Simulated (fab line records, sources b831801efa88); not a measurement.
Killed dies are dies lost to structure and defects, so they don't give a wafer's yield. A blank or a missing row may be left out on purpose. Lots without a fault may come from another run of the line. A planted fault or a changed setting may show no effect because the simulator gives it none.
Which tool did it? | flow sky130 | 13 lots, 39 wafers sampled, at 2 steps of a route of 708

WHAT THE GAUGES READ, wafer by wafer
SKY_VIA2_BOW_MEAS_03.
lot  | measured     | on            | VIA2_BOW (um)
L749 | day 35 11:14 | film_metro-01 | 84 68 73
L751 | day 35 18:00 | film_metro-03 | 92 86 86
L754 | day 36 16:10 | film_metro-01 | 87 87 78
L755 | day 36 22:37 | film_metro-01 | 84 86 82
L756 | day 37 14:36 | film_metro-02 | 78 92 83
L757 | day 37 20:43 | film_metro-01 | 85 92 70
L759 | day 38 11:35 | film_metro-01 | 89 79 90
L758 | day 38 12:55 | film_metro-02 | 80 76 80
L761 | day 39 13:37 | film_metro-03 | 88 86 80
L768 | day 41 07:35 | film_metro-03 | 72 75 80
L769 | day 41 09:13 | film_metro-02 | 87 89 61
L771 | day 42 00:13 | film_metro-03 | 88 80 93
L772 | day 42 06:24 | film_metro-03 | 89 87 88

SKY_VIA2_THK_MEAS_23: measures by xrf.
lot  | measured     | on            | VIA2_W_THK (nm)
L749 | day 36 14:39 | film_metro-02 | 439 446 440
L751 | day 36 20:33 | film_metro-01 | 442 450 446
L754 | day 37 19:25 | film_metro-01 | 449 450 443
L755 | day 38 01:20 | film_metro-02 | 451 450 453
L756 | day 38 17:16 | film_metro-02 | 441 441 443
L757 | day 38 23:38 | film_metro-02 | 441 438 442
L759 | day 39 14:20 | film_metro-01 | 440 441 439
L758 | day 39 15:00 | film_metro-01 | 442 440 439
L761 | day 40 15:34 | film_metro-02 | 437 439 442
L768 | day 42 09:06 | film_metro-03 | 442 443 449
L769 | day 42 10:53 | film_metro-02 | 451 448 453
L771 | day 43 00:58 | film_metro-01 | 445 444 441
L772 | day 43 06:31 | film_metro-01 | 453 448 445

WHICH TOOL RAN EACH LOT (tool, then ch and the chambers of the sampled wafers, then the start)
The record holds no process step before these readings.

WHAT THE TOOLS THEMSELVES READ (means of the sampled wafers that have a number; where no wafer has one, the mark that the record gives instead)
The record holds no such reading with a usual standard deviation.

THE ANSWER, worked out from the rows above alone
Rule: what is usual is taken from the lots themselves. Put in order of their means at a reading, lots are off if they are a third of the lots or fewer, leave a main group of 4 or more, and stand apart from it by a gap of 3 or more times the standard deviation of the main group's means; of several such gaps the widest counts. A main group whose means are all the same, to the digits that the tables above print for the reading, isn't used. A lot without any number at a reading at which 4 lots or more have one is off too. The other lots that the step has rows for count as sound. The gauges are gone through in route order, then the tools' own readings, and for those a lot's mean is taken as printed above. The first step at which some lot is off is used, and at that step the reading that is off furthest; a lot without a number counts as furthest.
No lot is off at any reading shown: from this, nothing can be told.

WHAT THE SIMULATOR HAD PUT IN
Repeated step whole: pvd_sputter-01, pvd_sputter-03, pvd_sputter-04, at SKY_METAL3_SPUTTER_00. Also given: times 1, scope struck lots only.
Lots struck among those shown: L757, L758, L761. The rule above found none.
